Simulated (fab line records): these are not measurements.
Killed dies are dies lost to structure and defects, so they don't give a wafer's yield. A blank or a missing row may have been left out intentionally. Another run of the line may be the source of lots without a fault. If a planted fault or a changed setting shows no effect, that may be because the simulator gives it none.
Struck lot and sound lot, side by side :: flow gf180mcu :: 21 out of 602 route steps
Sound: the wafers L558.2, L558.5, L558.6. Struck: wafers L579.3, L579.5. (L579.6 of the same lot was not struck and is left out.) The cause comes at the end.
Each step with rows lists, per side, the tool, then ch with its chambers, then its first start. Under that, the readings that differ: sound wafers :: struck wafers :: difference of the means :: sigmas: that difference in standard deviations of wafers without a fault.
alike: readings whose means differ by less than 2 such deviations, and words and numbers that are the same on both sides. not compared: withheld readings, readings that some wafer has no value for, bounds like >300 that may hide the same value, and numbers for which the record gives no deviation and whose values overlap.
A row with sigmas, a row that says differs or no value, or rows on one side alone: a step with any of these is where the two part. Non-overlapping numbers with no deviation appear without sigmas and do not part them. A reading missing from all wafers of one side parts the sides only when that side holds two or more wafers.

first, 3 steps without rows for these wafers: GF_M4_STRIP_18 (strips in post etch residue remover, time 1200 s); GF_M4_CLEAN_19 (cleans in DIW); GF_V4_CVD_00 (deposits SiO2, target thk 600 nm, time 100 s).
GF_V4_THK_MEAS_01:
  sound: film-metro-03 at day 24 06:05; struck: film-metro-02 at day 31 01:07
reading: V4_CVD_00_THK (nm)
sound: 588 580 593
struck: 608 597
difference: +16
sigmas: +2
GF_V4_CVD_02: deposits SiO2 from TEOS, target thk 850 nm, time 94.851 s.
  sound on pecvd-01 ch 1,2, day 24 06:08; struck on pecvd-04 ch 0,2, day 31 01:09
  alike: heater-power-w, rf-fwd-power-W
GF_V4_THK_MEAS_03:
  sound: film-metro-03 at day 24 06:13; struck: film-metro-02 at day 31 01:14
  alike: V4_CVD_02_THK
GF_V4_CMP_04: polishes SiO2.
  sound on cmp-01 ch 1,2,3, day 24 06:22; struck on cmp-02 ch 0, day 31 01:17
  alike: motor-current-A, time-to-endpoint-s
GF_V4_BOW_MEAS_05:
  sound: film-metro-03 at day 24 06:35; struck: film-metro-02 at day 31 01:37
  alike: V4_BOW
then, 4 steps without rows for these wafers: GF_V4_DEHYDRATE_06 (time 60 s); GF_V4_HMDS_07 (prime time 60 s); GF_V4_COAT_08; GF_V4_COAT_09 (resist thk 1000 nm).
GF_V4_SOFTBAKE_10: time 60 s.
  sound on litho-track-04 ch 0, day 24 17:00; struck on litho-track-01 ch 0, day 31 10:00
reading: run-length-s (s)
sound: 89.14 89.02 89.04
struck: 103.92 104.04
difference: +14.91
sigmas: +99 or more
  alike: plate-temp-C
then, 3 steps without rows for these wafers: GF_V4_EXPOSE_11 (exposes mask Via4, target cd 260 nm); GF_V4_PEB_12 (peb time 90 s); GF_V4_DEVELOP_13 (develop time 60 s).
GF_V4_CD_MEAS_14: target cd 260 nm.
  sound: cd-sem-01 at day 25 04:37; struck: cd-sem-02 at day 31 19:02
reading: cd-nm (nm)
sound: 258.6 259.2 259.3
struck: 262.9 263.4
difference: +4.1
sigmas: +3
GF_V4_OVL_MEAS_15:
  sound: overlay-01 at day 25 04:44; struck: overlay-01 at day 31 19:08
  alike: V4_OVL
GF_V4_ETCH_16: etches BARC in N2/H2.
  sound on rie-diel-02 ch 1,2, day 25 04:46; struck on rie-diel-01 ch 2,3, day 31 19:10
reading: rf-fwd-power-W (W)
sound: 497.4 497.7 497.5
struck: 493.0 491.4
difference: -5.3
sigmas: -2

reading: model.V4.cd-nm (nm)
sound: 258.7 259.1 258.8
struck: 263.6 262.8
difference: +4.3
sigmas: 
  alike: drypump-motor-current-A, h2-flow-sccm, oes-product-au, throttle-valve-pct
GF_V4_ETCH_17: etches SiO2 in C4F8/O2/Ar, stops on TiN, target depth 630 nm.
  sound on rie-diel-02 ch 1,2; struck on rie-diel-01 ch 2,3
reading: model.V4.cd-nm (nm)
sound: 258.8 259.6 258.7
struck: 263.5 263.2
difference: +4.3
sigmas: 
  alike: oes-product-au, rf-fwd-power-W
GF_V4_STRIP_18: strips in O2/N2.
  sound on plasma-asher-01 ch 0,1, day 25 04:53; struck on plasma-asher-03 ch 0,1, day 31 19:19
  alike: drypump-motor-current-A, heater-power-w, oes-product-au
  not compared: rf-hours-counter-h

WHERE THEY PART
First at GF_V4_THK_MEAS_01; last, within this record, at GF_V4_ETCH_16. Later steps at which nothing parts them and some readings are alike: GF_V4_ETCH_17, GF_V4_STRIP_18.

WHY: whatever the simulator had introduced
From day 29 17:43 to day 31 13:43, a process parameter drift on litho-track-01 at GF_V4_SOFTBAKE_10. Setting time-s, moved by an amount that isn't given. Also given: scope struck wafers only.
